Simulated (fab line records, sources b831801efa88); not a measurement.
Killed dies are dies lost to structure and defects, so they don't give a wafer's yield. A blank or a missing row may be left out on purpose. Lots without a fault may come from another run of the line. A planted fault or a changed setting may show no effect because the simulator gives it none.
One fault seen from 2 desks | flow gf180mcu | each desk has only its own numbers; what lay behind them comes last

THE METROLOGY DESK
What the gauges read, lot by lot, whatever tool the lot ran on: means of the sampled wafers that have a number. A lot is out of limits, marked OUT, if its mean lies more than 4 standard deviations from the usual mean; the brackets give that distance.
Columns: A = V4_CVD_00_THK at GF_V4_THK_MEAS_01, usual 600 nm
lot  | first seen here | A
L367 | day 23 08:17    | 600
L368 | day 23 13:09    | 597
L369 | day 24 02:42    | 603
L372 | day 25 06:22    | 596
L376 | day 26 13:50    | 602
L381 | day 28 03:49    | 601
L383 | day 28 18:14    | 594
L384 | day 28 21:38    | 596
L386 | day 29 09:41    | 600
L387 | day 29 18:12    | 601
L388 | day 30 04:16    | 603
L389 | day 30 08:26    | 602
L390 | day 30 11:20    | 598
This desk's finding: nothing out of limits on any of the 13 lots.

THE TOOL OWNER'S DESK: plasma_asher-02
The tool's own readings at GF_DUAL_GATE_STRIP_13 (strips in O2/N2): means of the sampled wafers that have a number, for each lot that ran on this tool. A lot is out of limits, marked OUT, if its mean lies more than 4 standard deviations from the usual mean; the brackets give that distance.
Columns: A = drypump_motor_current_A at GF_DUAL_GATE_STRIP_13, usual 6.32 A; B = heater_power_w at GF_DUAL_GATE_STRIP_13, usual 347 W; C = oes_product_au at GF_DUAL_GATE_STRIP_13, usual 0.716 a.u.; D = strip_time_to_endpoint_s at GF_DUAL_GATE_STRIP_13, usual 12.66 s
lot  | first seen here | A    | B   | C                | D
L372 | day 9 19:04     | 6.25 | 336 | 0.744 (+5.8) OUT | 12.69
L376 | day 10 23:29    | 6.24 | 333 | 0.744 (+5.8) OUT | 12.67
L389 | day 14 18:19    | 6.26 | 339 | 0.717            | 12.67
This desk's finding: out of limits on L372, L376; first on L372, day 9 19:04 (oes_product_au at GF_DUAL_GATE_STRIP_13). In limits: L389.

PUT TOGETHER
The tool owner's desk could have raised an alarm at day 9 19:04, on L372, L376.
The metrology desk saw nothing out of limits.
The metrology desk has L372, L376 on record, within its limits.
Of the lots named, all ran GF_DUAL_GATE_STRIP_13 on plasma_asher-02.

WHAT THE SIMULATOR HAD PUT IN
Process parameter drift: plasma_asher-02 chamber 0, from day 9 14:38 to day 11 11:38, at GF_DUAL_GATE_STRIP_13. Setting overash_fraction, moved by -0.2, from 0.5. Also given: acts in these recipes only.
Lots struck among those shown: L372, L376.
Hours from the fault's start to each desk's first reading out of limits: the tool owner's desk, 4.
